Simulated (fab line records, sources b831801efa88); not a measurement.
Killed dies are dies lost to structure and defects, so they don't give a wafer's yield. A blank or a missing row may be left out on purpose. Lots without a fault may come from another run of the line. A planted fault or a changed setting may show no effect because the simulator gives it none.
fab line records | flow gf180mcu
record lots=5 wafers=15 last_day=34
route steps=602 shown V1@347 M2@362 V2@382
lots that met no fault: from a run of the same line without faults
start_h: hours from the record's first day to the start of the lot's first wafer shown | wait_h: hours since the lot's step before | " the same as in the row above | L1.1+2: a row that stands for several wafers | - no value, or no start given | * or withheld: withheld | < > ~ a bound
route shown NAME@n: a module of which the file shows steps, and the number in the route of the first | usual: mean/standard deviation of fault-free wafers | same: alike in all rows | chamber/n: place in a boat | sites: the reading at each site | _std_site: their standard deviation | _edge_site: outer sites' mean less inner sites' | radius_mm: how far each site lies from the wafer's centre | mask NAME#n: copy n | behind: the tool/chamber that last shaped the wafer | hold: why the lot was held/for how many hours/how that ended | device: the transistor (n, p or np) that didn't switch | end of line: the same wafers' tests at the end of the route | a step without rows: its recipe alone | killed: dies lost to structure and defects at the first sort, not the wafer's yield | map: a wafer's dies, x killed, . not, _ none there
set.NAME: the setting as run; set.NAME@STEP: as run at that earlier step | model.NAME: the simulator's own value behind a step, which no gauge read
lots at some steps of the route; a table a step, a row a wafer
services: from which hour (start_h, from the record's first day; less than 0 if before it) a tool's chamber was out of use, for how many hours, and why
## steps
# step GF_V1_PEB_12
# recipe peb_temp_c=135 peb_time_s=90 resist=KrF
# same peb_time_s=90
# columns lot.wafer tool chamber start_h wait_h
L074.1+2+4 litho_track-01 0 - -
L076.1+4+5 litho_track-03 0 - -
L077.1+4+6 litho_track-01 0 - -
L089.1+2+3 litho_track-01 0 - -
L097.1+3+4 litho_track-03 0 - -
# step GF_V1_DEVELOP_13
# recipe develop_time_s=60 resist=KrF dev_temp_c=21
# columns lot.wafer tool chamber start_h wait_h
L074.1+2+4 litho_track-01 0 410.42 0.2
L076.1+4+5 litho_track-03 0 428.40 0.2
L077.1+4+6 litho_track-01 0 441.92 0.2
L089.1+2+3 litho_track-01 0 553.82 0.2
L097.1+3+4 litho_track-03 0 608.80 0.2
# step GF_V1_CD_MEAS_14
# recipe target_cd_nm=260
# usual cd_nm=259.9/1.1
# columns lot.wafer tool chamber start_h wait_h cd_nm
L074.1 cd_sem-01 - 410.57 0.1 259.2
L074.2 " - " " 258.6
L074.4 " - " " 260.3
L076.1 cd_sem-01 - 428.55 0.1 261.0
L076.4 " - " " 260.3
L076.5 " - " " 260.5
L077.1 cd_sem-02 - 442.07 0.1 260.4
L077.4 " - " " 260.1
L077.6 " - " " 261.2
L089.1 cd_sem-02 - 553.97 0.1 260.2
L089.2 " - " " 259.0
L089.3 " - " " 259.8
L097.1 cd_sem-02 - 608.95 0.1 260.5
L097.3 " - " " 261.1
L097.4 " - " " 260.3
# step GF_V1_OVL_MEAS_15
# usual V1_OVL=-3/5.9
# columns lot.wafer tool chamber start_h wait_h V1_OVL[nm]
L074.1 overlay-01 - 410.69 0.1 -7
L074.2 " - " " -7
L074.4 " - " " -12
L076.1 overlay-02 - 428.67 0.1 -15
L076.4 " - " " -16
L076.5 " - " " -11
L077.1 overlay-02 - 442.19 0.1 -10
L077.4 " - " " -2
L077.6 " - " " -2
L089.1 overlay-01 - 554.09 0.1 -1
L089.2 " - " " 6
L089.3 " - " " 1
L097.1 overlay-02 - 609.07 0.1 1
L097.3 " - " " 1
L097.4 " - " " 3
# step GF_V1_ETCH_16
# recipe chemistry=N2/H2 target_depth_a=withheld overetch_a=withheld time_s=withheld target=BARC ion_energy_ev=200 source_w=500 bias_w=100 pressure_mtorr=30 n2_flow_sccm=100 h2_flow_sccm=200
# usual drypump_motor_current_A=5.4/0.43 oes_product_au=0.854/0.0048 throttle_valve_pct=13.225/0.0094
# columns lot.wafer tool chamber start_h wait_h drypump_motor_current_A oes_product_au throttle_valve_pct
L074.1 rie_diel-02 2 410.73 0.0 6.5 0.853 13.233
L074.2 " 3 " " 5.1 0.858 13.204
L074.4 " 1 " " 5.3 0.859 13.220
L076.1 rie_diel-04 2 428.71 0.0 4.7 0.851 13.210
L076.4 " 0 " " 4.8 0.853 13.227
L076.5 " 3 " " 5.3 0.859 13.248
L077.1 rie_diel-01 3 442.23 0.0 5.3 0.852 13.220
L077.4 " 2 " " 5.1 0.855 13.223
L077.6 " 3 " " 5.3 0.854 13.243
L089.1 rie_diel-04 2 554.13 0.0 4.7 0.849 13.226
L089.2 " 0 " " 4.9 0.855 13.226
L089.3 " 3 " " 5.3 0.861 13.216
L097.1 rie_diel-01 1 609.11 0.0 5.5 0.848 13.220
L097.3 " 3 " " 5.3 0.851 13.229
L097.4 " 3 " " 5.3 0.861 13.238
# step GF_V1_ETCH_17
# recipe chemistry=C4F8/O2/Ar mask_material=KrF target=SiO2 stop_on=TiN source_w=1500 bias_w=1200 pressure_mtorr=40 c4f8_flow_sccm=withheld O2_flow_sccm=6 Ar_flow_sccm=300 time_s=withheld target_depth_a=6300
# usual oes_product_au=0.856/0.0047
# columns lot.wafer tool chamber start_h wait_h oes_product_au
L074.1 rie_diel-02 2 - - 0.859
L074.2 " 3 " " 0.844
L074.4 " 1 " " 0.855
L076.1 rie_diel-04 2 - - 0.851
L076.4 " 0 " " 0.854
L076.5 " 3 " " 0.853
L077.1 rie_diel-01 3 - - 0.862
L077.4 " 2 " " 0.850
L077.6 " 3 " " 0.868
L089.1 rie_diel-04 2 - - 0.857
L089.2 " 0 " " 0.847
L089.3 " 3 " " 0.862
L097.1 rie_diel-01 1 - - 0.861
L097.3 " 3 " " 0.863
L097.4 " 3 " " 0.854
# step GF_V1_STRIP_18
# recipe chemistry=O2/N2 power_w=1400 pressure_mtorr=1500 platen_temp_c=250 o2_flow_sccm=3000 n2_flow_sccm=300 overash_fraction=0.5
# usual drypump_motor_current_A=5.8/0.53 heater_power_w=336/22 oes_product_au=0.592/0.0053
# columns lot.wafer tool chamber start_h wait_h drypump_motor_current_A heater_power_w oes_product_au rf_hours_counter_h
L074.1 plasma_asher-01 1 410.86 - 5.1 343 0.595 64
L074.2 " 0 " " 5.7 317 0.601 64
L074.4 " 0 " " 5.7 316 0.592 -
L076.1 plasma_asher-03 1 428.84 - 6.0 315 0.591 77
L076.4 " 1 " " 6.0 312 0.600 -
L076.5 " 0 " " 5.2 334 0.587 -
L077.1 plasma_asher-01 0 442.36 - 5.7 314 0.587 68
L077.4 " 0 " " 5.7 312 0.597 -
L077.6 " 0 " " 5.7 310 0.592 -
L089.1 plasma_asher-03 1 554.25 - 6.0 309 0.585 90
L089.2 " 0 " " 5.2 321 0.594 90
L089.3 " 0 " " 5.2 327 0.591 -
L097.1 plasma_asher-01 1 609.24 - 5.1 335 0.594 84
L097.3 " 0 " " 5.7 317 0.589 -
L097.4 " 1 " " 5.1 343 0.590 -
# step GF_V1_STRIP_19
# recipe chemistry=post_etch_residue_remover time_s=1200 temp_c=72.5
# columns lot.wafer tool chamber start_h wait_h
L074.1+2+4 wet_bench-04 0 410.96 0.1
L076.1+4+5 wet_bench-02 2 428.94 0.1
L077.1+4+6 wet_bench-04 3 442.46 0.1
L089.1+2+3 wet_bench-02 1 554.35 0.1
L097.1+3+4 wet_bench-04 2 609.34 0.1
# step GF_V1_CLEAN_20
# recipe chemistry=DIW dry=n2_spin
# columns lot.wafer tool chamber start_h wait_h
L074.1+2+4 wet_bench-01 0 411.30 0.0
L076.1+4+5 wet_bench-04 2 429.28 0.0
L077.1+4+6 wet_bench-01 3 443.20 0.0
L089.1+2+3 wet_bench-04 1 554.70 0.0
L097.1+3+4 wet_bench-01 1 609.71 0.0
# step GF_V1_SPUTTER_21
# recipe material=Ti target_thk_nm=15 chamber_pressure_pa=5 power_w=2500 substrate_temp_c=200 time_s=80.02
# usual throttle_valve_pct=30.0/0.76
# columns lot.wafer tool chamber start_h wait_h throttle_valve_pct
L074.1 pvd_sputter-02 - 411.39 0.0 30.1
L074.2 " - " " 31.0
L074.4 " - " " 30.0
L076.1 pvd_sputter-02 - 429.38 0.0 30.7
L076.4 " - " " 30.0
L076.5 " - " " 30.1
L077.1 pvd_sputter-04 - 443.38 0.0 30.5
L077.4 " - " " 30.1
L077.6 " - " " 30.7
L089.1 pvd_sputter-02 - 554.79 0.0 29.9
L089.2 " - " " 31.1
L089.3 " - " " 30.1
L097.1 pvd_sputter-02 - 609.81 0.0 30.0
L097.3 " - " " 30.8
L097.4 " - " " 29.9
# step GF_V1_SPUTTER_22
# recipe material=TiN target_thk_nm=10 chamber_pressure_pa=5 power_w=4000 time_s=40
# usual throttle_valve_pct=30.0/0.76
# columns lot.wafer tool chamber start_h wait_h throttle_valve_pct
L074.1 pvd_sputter-02 - 411.45 0.0 29.8
L074.2 " - " " 30.9
L074.4 " - " " 29.9
L076.1 pvd_sputter-02 - 429.44 0.0 31.3
L076.4 " - " " 29.8
L076.5 " - " " 30.0
L077.1 pvd_sputter-04 - 443.45 0.0 30.4
L077.4 " - " " 29.9
L077.6 " - " " 31.2
L089.1 pvd_sputter-02 - 554.85 0.0 29.9
L089.2 " - " " 30.9
L089.3 " - " " 30.1
L097.1 pvd_sputter-02 - 610.70 0.9 30.2
L097.3 " - " " 31.0
L097.4 " - " " 29.8
# step GF_V1_CVD_23
# recipe material=W target_thk_nm=350 time_s=105.05 temp_c=400 pressure_torr=40
# usual heater_power_w=812/70 susceptor_temp_C=400.00/0.2
# columns lot.wafer tool chamber start_h wait_h heater_power_w since_wet_clean_h susceptor_temp_C
L074.1 cvd_w-01 0 411.49 0.0 892 8 399.77
L074.2 " 1 " " 866 8 400.24
L074.4 " 1 " " 867 - 399.99
L076.1 cvd_w-02 0 429.48 0.0 852 525 399.92
L076.4 " 0 " " 845 - 399.99
L076.5 " 0 " " 858 - 399.81
L077.1 cvd_w-02 1 443.48 0.0 729 539 400.35
L077.4 " 0 " " 826 - 400.30
L077.6 " 0 " " 852 - 399.87
L089.1 cvd_w-02 0 554.89 0.0 854 651 399.87
L089.2 " 1 " " 742 651 399.74
L089.3 " 1 " " 725 - 400.16
L097.1 cvd_w-01 1 610.74 0.0 861 207 399.61
L097.3 " 1 " " 869 - 399.88
L097.4 " 0 " " 905 - 400.11
# step GF_V1_RS_MEAS_24
# recipe thk_meas_gauge=four-point-probe reads=W_of_V1_CVD_23+TiN_of_V1_SPUTTER_22+Ti_of_V1_SPUTTER_21
# usual V1_W_RS=0.326/0.0036
# columns lot.wafer tool chamber start_h wait_h V1_W_RS[ohm/sq]
L074.1 film_metro-04 - 411.60 0.1 0.331
L074.2 " - " " 0.328
L074.4 " - " " 0.325
L076.1 film_metro-01 - 429.59 0.1 0.322
L076.4 " - " " 0.320
L076.5 " - " " 0.321
L077.1 film_metro-03 - 443.60 0.1 0.332
L077.4 " - " " 0.327
L077.6 " - " " 0.330
L089.1 film_metro-03 - 555.00 0.1 0.326
L089.2 " - " " 0.332
L089.3 " - " " 0.328
L097.1 film_metro-04 - 610.85 0.1 0.325
L097.3 " - " " 0.325
L097.4 " - " " 0.331
# step GF_V1_THK_MEAS_25
# recipe thk_meas_gauge=xrf reads=W_of_V1_CVD_23
# usual V1_W_THK=344/4.5
# columns lot.wafer tool chamber start_h wait_h V1_W_THK[nm]
L074.1 film_metro-04 - 411.72 0.1 336
L074.2 " - " " 337
L074.4 " - " " 341
L076.1 film_metro-01 - 429.71 0.1 354
L076.4 " - " " 354
L076.5 " - " " 354
L077.1 film_metro-03 - 443.72 0.1 338
L077.4 " - " " 343
L077.6 " - " " 340
L089.1 film_metro-03 - 555.12 0.1 341
L089.2 " - " " 336
L089.3 " - " " 338
L097.1 film_metro-04 - 610.97 0.1 342
L097.3 " - " " 345
L097.4 " - " " 337
# step GF_V1_CMP_26
# recipe stop_on=SiO2 down_force_psi=3.5 platen_rpm=60 t_overpolish_s=15 target_thk_nm=0 pad_velocity_m_s=0.94248
# usual motor_current_A=11.0/1.3 overpolish_run_s=14.999/0.0097 time_to_endpoint_s=87/3.8
# columns lot.wafer tool chamber start_h wait_h motor_current_A overpolish_run_s time_to_endpoint_s
L074.1 cmp-02 2 411.78 0.1 12.7 14.995 88
L074.4 " 3 " " 10.4 15.000 86
L074.2 " 0 " " 11.0 15.002 85
L076.4 cmp-01 0 429.77 0.0 12.9 15.000 86
L076.1 " 2 " " 10.6 15.001 86
L076.5 " 0 " " 12.6 14.994 84
L077.4 cmp-01 1 443.78 0.0 9.8 14.999 91
L077.1 " 2 " " 10.3 14.998 85
L077.6 " 1 " " 10.3 14.987 90
L089.1 cmp-02 0 555.18 0.1 10.5 15.003 86
L089.2 " 2 " " 12.7 15.008 88
L089.3 " 3 " " 10.5 14.980 88
L097.3 cmp-02 1 611.03 0.0 9.9 14.993 88
L097.1 " 3 " " 10.3 14.988 85
L097.4 " 0 " " 10.4 14.991 82
# step GF_M2_SPUTTER_00
# recipe material=Ti target_thk_nm=37.5 arriving_ion_energy_ev=80 substrate_temp_c=200 chamber_pressure_pa=2 power_w=4000 time_s=150
# usual throttle_valve_pct=29.9/0.7
# columns lot.wafer tool chamber start_h wait_h throttle_valve_pct
L074.1 pvd_sputter-01 - 412.08 0.2 28.6
L074.2 " - " " 30.6
L074.4 " - " " 28.9
L076.1 pvd_sputter-01 - 430.07 0.1 28.8
L076.4 " - " " 30.6
L076.5 " - " " 30.1
L077.1 pvd_sputter-03 - 444.08 0.2 30.4
L077.4 " - " " 29.0
L077.6 " - " " 29.3
L089.1 pvd_sputter-01 - 555.48 0.2 28.9
L089.2 " - " " 28.7
L089.3 " - " " 31.0
L097.1 pvd_sputter-01 - 611.33 0.1 28.7
L097.3 " - " " 28.8
L097.4 " - " " 30.0
# step GF_M2_SPUTTER_01
# recipe material=TiN target_thk_nm=30 power_w=6500 time_s=25 chamber_pressure_pa=0.4
# usual throttle_valve_pct=29.9/0.7
# columns lot.wafer tool chamber start_h wait_h throttle_valve_pct
L074.1 pvd_sputter-01 - 412.18 0.1 28.9
L074.2 " - " " 30.8
L074.4 " - " " 28.6
L076.1 pvd_sputter-01 - 430.17 0.1 28.9
L076.4 " - " " 30.5
L076.5 " - " " 29.8
L077.1 pvd_sputter-03 - 444.18 0.1 30.7
L077.4 " - " " 29.4
L077.6 " - " " 29.0
L089.1 pvd_sputter-01 - 555.58 0.1 29.0
L089.2 " - " " 29.0
L089.3 " - " " 30.7
L097.1 pvd_sputter-01 - 611.43 0.1 28.9
L097.3 " - " " 28.9
L097.4 " - " " 30.0
# step GF_M2_SPUTTER_02
# recipe material=AlCu target_thk_nm=450 power_w=10600 time_s=23.9 chamber_pressure_pa=0.4
# usual throttle_valve_pct=29.9/0.69
# columns lot.wafer tool chamber start_h wait_h throttle_valve_pct
L074.1 pvd_sputter-01 - 412.21 0.0 28.7
L074.2 " - " " 30.4
L074.4 " - " " 29.0
L076.1 pvd_sputter-01 - 430.20 0.0 28.9
L076.4 " - " " 30.8
L076.5 " - " " 30.2
L077.1 pvd_sputter-03 - 444.21 0.0 30.2
L077.4 " - " " 29.5
L077.6 " - " " 29.2
L089.1 pvd_sputter-01 - 555.61 0.0 28.7
L089.2 " - " " 28.7
L089.3 " - " " 30.5
L097.1 pvd_sputter-01 - 611.46 0.0 28.7
L097.3 " - " " 29.0
L097.4 " - " " 30.4
# step GF_M2_SPUTTER_03
# recipe material=Ti target_thk_nm=10 substrate_temp_c=300 chamber_pressure_pa=0.3 power_w=3000 time_s=6.7
# usual throttle_valve_pct=29.9/0.7
# columns lot.wafer tool chamber start_h wait_h throttle_valve_pct
L074.1 pvd_sputter-01 - 412.24 0.0 28.7
L074.2 " - " " 30.6
L074.4 " - " " 28.9
L076.1 pvd_sputter-01 - 430.23 0.0 28.9
L076.4 " - " " 30.6
L076.5 " - " " 30.1
L077.1 pvd_sputter-03 - 444.24 0.0 30.5
L077.4 " - " " 29.2
L077.6 " - " " 29.3
L089.1 pvd_sputter-01 - 555.64 0.0 29.0
L089.2 " - " " 28.9
L089.3 " - " " 30.8
L097.1 pvd_sputter-01 - 611.49 0.0 28.8
L097.3 " - " " 29.2
L097.4 " - " " 30.3
# step GF_M2_SPUTTER_04
# recipe material=TiN target_thk_nm=50 power_w=6500 time_s=41.7 chamber_pressure_pa=0.4
# usual throttle_valve_pct=29.9/0.69
# columns lot.wafer tool chamber start_h wait_h throttle_valve_pct
L074.1 pvd_sputter-01 - 412.26 0.0 29.2
L074.2 " - " " 30.7
L074.4 " - " " 28.9
L076.1 pvd_sputter-01 - 430.25 0.0 28.9
L076.4 " - " " 30.7
L076.5 " - " " 29.9
L077.1 pvd_sputter-03 - 444.26 0.0 30.7
L077.4 " - " " 29.2
L077.6 " - " " 29.2
L089.1 pvd_sputter-01 - 555.66 0.0 29.0
L089.2 " - " " 28.8
L089.3 " - " " 30.6
L097.1 pvd_sputter-01 - 611.51 0.0 28.9
L097.3 " - " " 29.1
L097.4 " - " " 29.9
# step GF_M2_RS_MEAS_05
# recipe thk_meas_gauge=four-point-probe reads=TiN_of_M2_SPUTTER_04+Ti_of_M2_SPUTTER_03+AlCu_of_M2_SPUTTER_02+TiN_of_M2_SPUTTER_01+Ti_of_M2_SPUTTER_00
# usual M2_ALCU_RS=0.0701/0.00088
# columns lot.wafer tool chamber start_h wait_h M2_ALCU_RS[ohm/sq]
L074.1 film_metro-01 - 412.30 0.0 0.0699
L074.2 " - " " 0.0700
L074.4 " - " " 0.0695
L076.1 film_metro-02 - 430.29 0.0 0.0694
L076.4 " - " " 0.0701
L076.5 " - " " 0.0706
L077.1 film_metro-03 - 444.30 0.0 0.0702
L077.4 " - " " 0.0697
L077.6 " - " " 0.0695
L089.1 film_metro-03 - 555.70 0.0 0.0688
L089.2 " - " " 0.0693
L089.3 " - " " 0.0702
L097.1 film_metro-03 - 611.55 0.0 0.0693
L097.3 " - " " 0.0705
L097.4 " - " " 0.0706
# step GF_M2_THK_MEAS_06
# recipe thk_meas_gauge=xrf reads=AlCu_of_M2_SPUTTER_02
# usual M2_ALCU_THK=453/6.2
# columns lot.wafer tool chamber start_h wait_h M2_ALCU_THK[nm]
L074.1 film_metro-01 - 412.42 0.1 450
L074.2 " - " " 452
L074.4 " - " " 452
L076.1 film_metro-02 - 430.41 0.1 458
L076.4 " - " " 454
L076.5 " - " " 450
L077.1 film_metro-03 - 444.42 0.1 452
L077.4 " - " " 455
L077.6 " - " " 458
L089.1 film_metro-03 - 555.82 0.1 462
L089.2 " - " " 457
L089.3 " - " " 454
L097.1 film_metro-03 - 611.67 0.1 462
L097.3 " - " " 452
L097.4 " - " " 451
# step GF_M2_DEHYDRATE_07
# recipe temp_c=200 time_s=60
# columns lot.wafer tool chamber start_h wait_h
L074.1+2+4 litho_track-01 0 423.67 11.2
L076.1+4+5 litho_track-02 0 441.89 11.5
L077.1+4+6 litho_track-04 0 456.23 11.8
L089.1+2+3 litho_track-04 0 566.18 10.3
L097.1+3+4 litho_track-04 0 621.58 9.9
# step GF_M2_HMDS_08
# recipe prime_time_s=60 prime_temp_c=120
# columns lot.wafer tool chamber start_h wait_h
L074.1+2+4 litho_track-01 0 423.82 0.1
L076.1+4+5 litho_track-02 0 442.04 0.1
L077.1+4+6 litho_track-04 0 456.38 0.1
L089.1+2+3 litho_track-04 0 566.33 0.1
L097.1+3+4 litho_track-04 0 621.73 0.1
# step GF_M2_COAT_09
# recipe resist=KrF spin_rpm=withheld resist_thk_nm=1000
# columns lot.wafer tool chamber start_h wait_h
L074.1+2+4 litho_track-01 0 423.97 0.1
L076.1+4+5 litho_track-02 0 442.19 0.1
L077.1+4+6 litho_track-04 0 456.53 0.1
L089.1+2+3 litho_track-04 0 566.48 0.1
L097.1+3+4 litho_track-04 0 621.88 0.1
# step GF_M2_SOFTBAKE_10
# recipe temp_c=130 time_s=60 resist=KrF
# columns lot.wafer tool chamber start_h wait_h
L074.1+2+4 litho_track-01 0 424.12 0.1
L076.1+4+5 litho_track-02 0 442.34 0.1
L077.1+4+6 litho_track-04 0 456.68 0.1
L089.1+2+3 litho_track-04 0 566.63 0.1
L097.1+3+4 litho_track-04 0 622.03 0.1
# step GF_M2_EXPOSE_11
# recipe mask_id=Metal2 target_cd_nm=280 na=0.68 source_shape=conventional sigma_outer=0.6 dose_mj=28
# usual stage_vel_mm_s=499.95/0.23
# columns lot.wafer tool chamber start_h wait_h mask stage_vel_mm_s
L074.1 krf_scanner-01 0 - - Metal2#0 500.34
L074.2 " 0 " " Metal2#0 499.93
L074.4 " 0 " " Metal2#0 500.22
L076.1 krf_scanner-02 0 - - Metal2#0 499.85
L076.4 " 0 " " Metal2#0 500.15
L076.5 " 0 " " Metal2#0 500.01
L077.1 krf_scanner-02 0 - - Metal2#0 500.21
L077.4 " 0 " " Metal2#0 500.35
L077.6 " 0 " " Metal2#0 500.04
L089.1 krf_scanner-01 0 - - Metal2#0 499.48
L089.2 " 0 " " Metal2#0 499.44
L089.3 " 0 " " Metal2#0 499.79
L097.1 krf_scanner-01 0 - - Metal2#0 499.93
L097.3 " 0 " " Metal2#0 499.77
L097.4 " 0 " " Metal2#0 499.61
# step GF_M2_PEB_12
# recipe peb_temp_c=135 peb_time_s=90 resist=KrF
# same peb_time_s=90
# columns lot.wafer tool chamber start_h wait_h
L074.1+2+4 litho_track-02 0 - -
L076.1+4+5 litho_track-02 0 - -
L077.1+4+6 litho_track-04 0 - -
L089.1+2+3 litho_track-04 0 - -
L097.1+3+4 litho_track-01 0 - -
# step GF_M2_DEVELOP_13
# recipe develop_time_s=60 dev_temp_c=21
# columns lot.wafer tool chamber start_h wait_h
L074.1+2+4 litho_track-02 0 436.54 0.2
L076.1+4+5 litho_track-02 0 454.64 0.2
L077.1+4+6 litho_track-04 0 468.38 0.2
L089.1+2+3 litho_track-04 0 577.23 0.2
L097.1+3+4 litho_track-01 0 631.77 0.2
# step GF_M2_CD_MEAS_14
# recipe target_cd_nm=280
# usual cd_nm=279.9/1.5
# columns lot.wafer tool chamber start_h wait_h cd_nm
L074.1 cd_sem-01 - 436.87 0.3 281.8
L074.2 " - " " 282.6
L074.4 " - " " 282.3
L076.1 cd_sem-02 - 454.79 0.1 281.0
L076.4 " - " " 280.1
L076.5 " - " " 280.2
L077.1 cd_sem-02 - 468.53 0.1 280.8
L077.4 " - " " 279.1
L077.6 " - " " 279.5
L089.1 cd_sem-01 - 577.38 0.1 281.1
L089.2 " - " " 281.5
L089.3 " - " " 280.0
L097.1 cd_sem-01 - 631.92 0.1 280.7
L097.3 " - " " 279.6
L097.4 " - " " 279.4
# step GF_M2_OVL_MEAS_15
# usual M2_OVL=0/5.8
# columns lot.wafer tool chamber start_h wait_h M2_OVL[nm]
L074.1 overlay-01 - 436.99 0.1 2
L074.2 " - " " -16
L074.4 " - " " -8
L076.1 overlay-02 - 454.91 0.1 -8
L076.4 " - " " 1
L076.5 " - " " 2
L077.1 overlay-01 - 468.65 0.1 -4
L077.4 " - " " -6
L077.6 " - " " -2
L089.1 overlay-02 - 577.50 0.1 -4
L089.2 " - " " -6
L089.3 " - " " -12
L097.1 overlay-02 - 632.04 0.1 -8
L097.3 " - " " -6
L097.4 " - " " 2
# step GF_M2_METAL_ETCH_16
# recipe chemistry=Cl2/BCl3 mask_material=KrF target_depth_nm=627.5 stop_on=SiO2 pressure_mtorr=8 icp_w=800 bias_w=140 Cl2_flow_sccm=80 bcl3_flow_sccm=40 time_s=104.6
# usual drypump_motor_current_A=5.86/0.18 oes_product_au=0.969/0.0064 throttle_valve_pct=28.253/0.0095
# columns lot.wafer tool chamber start_h wait_h drypump_motor_current_A oes_product_au rf_hours_counter_h throttle_valve_pct
L074.1 rie_metal-02 0 437.03 0.0 5.81 0.965 10 28.245
L074.2 " 1 " " 5.59 0.972 1 28.255
L074.4 " 0 " " 5.79 0.975 - 28.265
L076.1 rie_metal-04 0 454.95 0.0 6.02 0.977 6 28.249
L076.4 " 0 " " 6.00 0.967 - 28.246
L076.5 " 0 " " 6.00 0.968 - 28.255
L077.1 rie_metal-02 1 468.69 0.0 5.59 0.967 2 28.258
L077.4 " 1 " " 5.59 0.970 - 28.236
L077.6 " 1 " " 5.60 0.973 - 28.253
L089.1 rie_metal-02 1 577.54 0.0 5.58 0.974 5 28.246
L089.2 " 0 " " 5.81 0.969 2 28.257
L089.3 " 0 " " 5.81 0.968 - 28.258
L097.1 rie_metal-04 0 632.07 0.0 6.00 0.970 11 28.247
L097.3 " 0 " " 6.02 0.961 - 28.261
L097.4 " 1 " " 6.06 0.965 - 28.256
# step GF_M2_STRIP_17
# recipe chemistry=O2/N2 power_w=1400 pressure_mtorr=1500 platen_temp_c=250 o2_flow_sccm=3000 n2_flow_sccm=300 overash_fraction=0.5
# usual drypump_motor_current_A=5.8/0.46 heater_power_w=340/20 oes_product_au=0.558/0.0058 strip_time_to_endpoint_s=7.86/0.059
# columns lot.wafer tool chamber start_h wait_h drypump_motor_current_A heater_power_w oes_product_au rf_hours_counter_h strip_time_to_endpoint_s
L074.1 plasma_asher-02 0 437.14 0.1 6.6 334 0.571 1 8.00
L074.2 " 1 " " 5.6 365 0.558 1 7.85
L074.4 " 1 " " 5.6 373 0.561 - 7.97
L076.1 plasma_asher-02 1 455.17 0.2 5.6 365 0.570 2 7.98
L076.4 " 0 " " 6.6 328 0.562 - 7.97
L076.5 " 1 " " 5.6 380 0.556 - 7.95
L077.1 plasma_asher-03 1 468.91 0.2 6.0 307 0.560 81 7.83
L077.4 " 0 " " 5.2 324 0.554 - 7.84
L077.6 " 1 " " 6.0 308 0.549 - 7.85
L089.1 plasma_asher-02 1 577.65 0.1 5.6 374 0.559 15 7.81
L089.2 " 0 " " 6.6 346 0.566 15 7.92
L089.3 " 1 " " 5.6 366 0.566 - 7.89
L097.1 plasma_asher-02 1 632.19 0.1 5.6 368 0.568 21 7.90
L097.3 " 0 " " 6.6 336 0.557 - 7.88
L097.4 " 1 " " 5.6 381 0.558 - 7.85
# step GF_M2_STRIP_18
# recipe chemistry=post_etch_residue_remover time_s=1200 temp_c=72.5
# columns lot.wafer tool chamber start_h wait_h
L074.1+2+4 wet_bench-01 1 437.24 0.1
L076.1+4+5 wet_bench-02 0 455.27 0.1
L077.1+4+6 wet_bench-03 2 469.01 0.1
L089.1+2+3 wet_bench-02 1 577.75 0.1
L097.1+3+4 wet_bench-03 0 632.29 0.1
# step GF_M2_CLEAN_19
# recipe chemistry=DIW dry=n2_spin
# columns lot.wafer tool chamber start_h wait_h
L074.1+2+4 wet_bench-03 2 437.61 0.0
L076.1+4+5 wet_bench-03 2 455.61 0.0
L077.1+4+6 wet_bench-01 0 469.42 0.0
L089.1+2+3 wet_bench-03 3 578.09 0.0
L097.1+3+4 wet_bench-01 1 632.63 0.0
# step GF_V2_CVD_00
# recipe material=SiO2 target_thk_nm=600 sigma_open_frac=0.3 temp_c=400 time_s=100 sih4_flow_sccm=60 pressure_mtorr=6
# usual susceptor_temp_C=400.04/0.21
# columns lot.wafer tool chamber start_h wait_h susceptor_temp_C
L074.1 hdpcvd-01 0 437.70 0.0 400.13
L074.2 " 1 " " 400.12
L074.4 " 0 " " 400.15
L076.1 hdpcvd-02 1 455.71 0.0 399.91
L076.4 " 0 " " 400.12
L076.5 " 1 " " 400.10
L077.1 hdpcvd-02 1 469.51 0.0 400.18
L077.4 " 0 " " 399.88
L077.6 " 2 " " 400.20
L089.1 hdpcvd-02 0 578.18 0.0 399.70
L089.2 " 1 " " 400.26
L089.3 " 2 " " 400.26
L097.1 hdpcvd-02 2 632.73 0.0 400.24
L097.3 " 1 " " 399.69
L097.4 " 0 " " 400.04
# step GF_V2_THK_MEAS_01
# recipe reads=SiO2_of_V2_CVD_00
# usual V2_CVD_00_THK=601/8.5
# columns lot.wafer tool chamber start_h wait_h V2_CVD_00_THK[nm]
L074.1 film_metro-02 - 437.78 0.0 614
L074.2 " - " " 616
L074.4 " - " " 619
L076.1 film_metro-01 - 455.78 0.0 587
L076.4 " - " " 600
L076.5 " - " " 578
L077.1 film_metro-04 - 469.58 0.0 590
L077.4 " - " " 602
L077.6 " - " " 598
L089.1 film_metro-01 - 578.25 0.0 607
L089.2 " - " " 592
L089.3 " - " " 598
L097.1 film_metro-02 - 632.80 0.0 600
L097.3 " - " " 591
L097.4 " - " " 603
# step GF_V2_CVD_02
# recipe material=SiO2 target_thk_nm=850 precursor=TEOS temp_c=400 time_s=94.851 rf_w=600
# usual heater_power_w=655/70 susceptor_temp_C=399.98/0.21
# columns lot.wafer tool chamber start_h wait_h heater_power_w since_wet_clean_h susceptor_temp_C
L074.1 pecvd-03 2 437.84 0.1 676 55 399.92
L074.2 " 1 " " 599 55 399.86
L074.4 " 0 " " 520 - 400.02
L076.1 pecvd-04 2 455.84 0.1 735 489 400.17
L076.4 " 2 " " 747 - 400.17
L076.5 " 0 " " 549 - 400.17
L077.1 pecvd-04 1 469.64 0.1 627 503 399.84
L077.4 " 2 " " 716 - 400.11
L077.6 " 1 " " 633 - 399.89
L089.1 pecvd-04 1 578.31 0.1 558 612 400.41
L089.2 " 2 " " 752 612 399.86
L089.3 " 0 " " 651 612 400.19
L097.1 pecvd-04 2 632.86 0.1 665 666 400.11
L097.3 " 1 " " 581 666 400.12
L097.4 " 2 " " 748 - 399.99
## services
# columns tool chamber start_h hours kind
cvd_w-02 0 395.56 14.5 repair
plasma_asher-03 - 396.89 0.3 repair
wet_bench-01 - 406.29 1.9 pm
plasma_asher-02 - 421.25 9.0 pm
hdpcvd-02 2 427.36 3.7 repair
wet_bench-02 - 435.00 1.8 repair
rie_diel-04 - 467.16 0.5 repair
pvd_sputter-03 - 467.82 54.3 repair
rie_diel-01 3 471.23 5.9 repair
hdpcvd-02 2 475.63 9.4 repair
pvd_sputter-03 - 482.85 2.1 repair
rie_diel-04 0 490.47 8.3 repair
rie_diel-01 2 519.59 8.1 repair
pvd_sputter-02 - 538.57 1.9 repair
rie_diel-04 1 541.71 18.8 repair
rie_diel-01 0 570.45 8.6 repair
rie_diel-04 - 576.84 0.4 repair
pvd_sputter-02 - 583.33 1.9 repair
pvd_sputter-02 - 585.48 5.7 repair
hdpcvd-02 - 599.54 5.5 pm
rie_diel-01 0 608.86 3.0 repair
rie_diel-04 - 622.64 2.8 pm
rie_diel-04 - 629.26 0.4 repair
rie_diel-01 - 632.37 0.4 repair
## key
fault none
